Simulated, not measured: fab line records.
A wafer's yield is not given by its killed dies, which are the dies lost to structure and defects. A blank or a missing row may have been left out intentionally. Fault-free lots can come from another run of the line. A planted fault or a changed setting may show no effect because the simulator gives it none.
Code-filled problem report in 8D (eight disciplines) form    flow sky130    the parts of the form that need people (team, actions taken, sign-off) are left out

## 1. PROBLEM STATEMENT
At SKY_LDD_P_DEVELOP_06, developer-temp-C averages 22.36 C over 9 wafers from 3 lots, while fault-free wafers read 23.01 C, standard deviation 0.11. Relative to the usual mean, that is a shift of -5.9 standard deviations.
The step: develop time 60 s.
Seen first at day 25 12:23 on litho-track-01, wafer L264.1. At this step, 39 wafers from 13 lots have a number in the record. Rule for "out" (also "out of limits"): further than 4 standard deviations from the usual mean. All remaining wafers that have a number are taken as sound.

## 2. WHAT IT IS; WHAT IT IS NOT
question                     is                      is not
which readings at this step  developer-temp-C        -
which lots                   L263, L264, L265        L250, L251, L252, L254, L255, L257, L258, L270, L271, L273
which wafers of those lots   all that have a number  -
read on which tools          litho-track-01          litho-track-02, litho-track-03
when                         from day 25 12:23       up to then (21 sound wafers); but 9 sound wafers of L270, L271, L273 came after

## 3. SUSPECTS, AND WHAT RULES EACH OUT
Counting: a tool stays on the suspect list if, at a process step up to the reading, it processed all lots that are out and no sound lot following the first of them.
- litho-track-01 at SKY_LDD_P_DEVELOP_06 (develop time 60 s): kept. All lots that are out passed through it, beginning with L264 at day 25 12:23, and no sound lot followed; its final sound lot before that point was L258 at day 21 23:23. Its own readings are out on those wafers: developer-temp-C.
Remaining after the count: litho-track-01 at SKY_LDD_P_DEVELOP_06.

## 4. THE CAUSE (what the simulator had put in)
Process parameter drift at SKY_LDD_P_DEVELOP_06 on litho-track-01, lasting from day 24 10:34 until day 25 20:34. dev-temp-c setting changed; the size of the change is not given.
After counting, this tool was the only one left.

## 5. THE EFFECT CHAIN, in route order
Each row: a reading whose mean over the struck wafers that have a number lies more than 3 standard deviations from the usual. Only readings whose record carries a usual standard deviation are examined. hours: median over the lots of the time between each lot's start at the first step of this table that gives one and its start at this step. sigmas: the change, counted in usual standard deviations.
hours  step                  reading           usual    on struck wafers  change  sigmas
0      SKY_LDD_P_DEVELOP_06  developer-temp-C  23.01 C  22.36             -0.65   -5.9
Process steps it contains:
- SKY_LDD_P_DEVELOP_06: develop time 60 s.
At these later measuring or inspecting steps, every struck wafer for which the step has a row has a number for every such reading, and none has moved that far: SKY_LDD_P_TW_MEAS_11.

## 6. HOW IT WOULD HAVE BEEN CAUGHT EARLIER
In this record no reading fell out of limits until day 25 12:23, 26 hours after the fault had begun at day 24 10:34.
